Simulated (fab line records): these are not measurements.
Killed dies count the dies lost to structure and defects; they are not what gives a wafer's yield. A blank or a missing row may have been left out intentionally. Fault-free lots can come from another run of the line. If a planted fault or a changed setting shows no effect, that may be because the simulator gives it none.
Matching of chambers ; flow gf180mcu ; GF_PASSIVATION_ETCH_11 on rie diel-04 has 4 sister chambers
The step etches the open film in CF4/O2, stops on TiN, target depth 2040 nm, time 453.3 s. 14 wafers are shown with their chamber, then 7 later ones without.

EACH WAFER AND ITS CHAMBER
wafer;chamber;oes product au (a.u.);O2_flow_sccm (sccm);throttle valve pct (%)
L961.3;1;0.986;10.00;5.985
L961.4;3;0.992;9.95;5.979
L961.5;3;0.994;9.95;5.966
L965.1;2;0.975;9.99;5.970
L965.4;3;0.997;9.93;5.974
L965.5;2;0.979;9.95;5.957
L966.1;1;0.996;9.96;5.972
L966.5;1;0.991;9.97;5.965
L966.6;0;0.993;10.00;5.969
L967.1;1;0.997;9.97;5.971
L967.4;2;0.989;10.03;5.973
L967.6;3;0.993;10.00;5.969
L970.1;3;0.994;9.98;5.958
L970.3;1;0.998;9.94;5.976

SIGNATURES (means of the wafers above)
reading;chamber 0;chamber 1;chamber 2;chamber 3;scatter within a chamber
oes product au;0.99300;0.99360;0.98100;0.99400;0.00468
O2_flow_sccm;10.0000;9.9680;9.9900;9.9620;0.0286
throttle valve pct;5.96900;5.97380;5.96667;5.96920;0.00786
Rule: a wafer lies at a distance from a chamber equal to the root of the sum of squares, over the readings, of (its reading less the chamber's mean, divided by the reading's scatter). The wafer belongs to the nearest chamber; if the next one is less than 2 further off, it can't be placed. How the scatter is found: for the shown wafers, subtract from each reading the mean of its chamber, square and add these, divide the total by (wafers less chambers), then take the root.

WAFERS WITHOUT THEIR CHAMBER
wafer;oes product au (a.u.);O2_flow_sccm (sccm);throttle valve pct (%)
L970.6;0.974;9.96;5.958
L982.2;0.997;9.99;5.971
L982.3;0.994;10.05;5.967
L982.6;0.998;9.99;5.965
L983.2;0.989;10.08;5.963
L983.4;0.971;9.98;5.955
L983.6;0.996;10.06;5.957

THE CHAMBER EACH PASSED THROUGH
wafer;from the rows above;in truth
L970.6;2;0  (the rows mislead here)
L982.2;can't be placed: 0 or 1 or 3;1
L982.3;can't be placed: 0 or 1 or 3 or 2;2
L982.6;can't be placed: 0 or 3 or 1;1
L983.2;can't be placed: 0 or 2 or 1 or 3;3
L983.4;2;2
L983.6;can't be placed: 0 or 3 or 1 or 2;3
Correctly placed: 1 of 7. These rows do not allow placing 5 (true chamber among the candidates in 5). Number placed wrongly: 1.
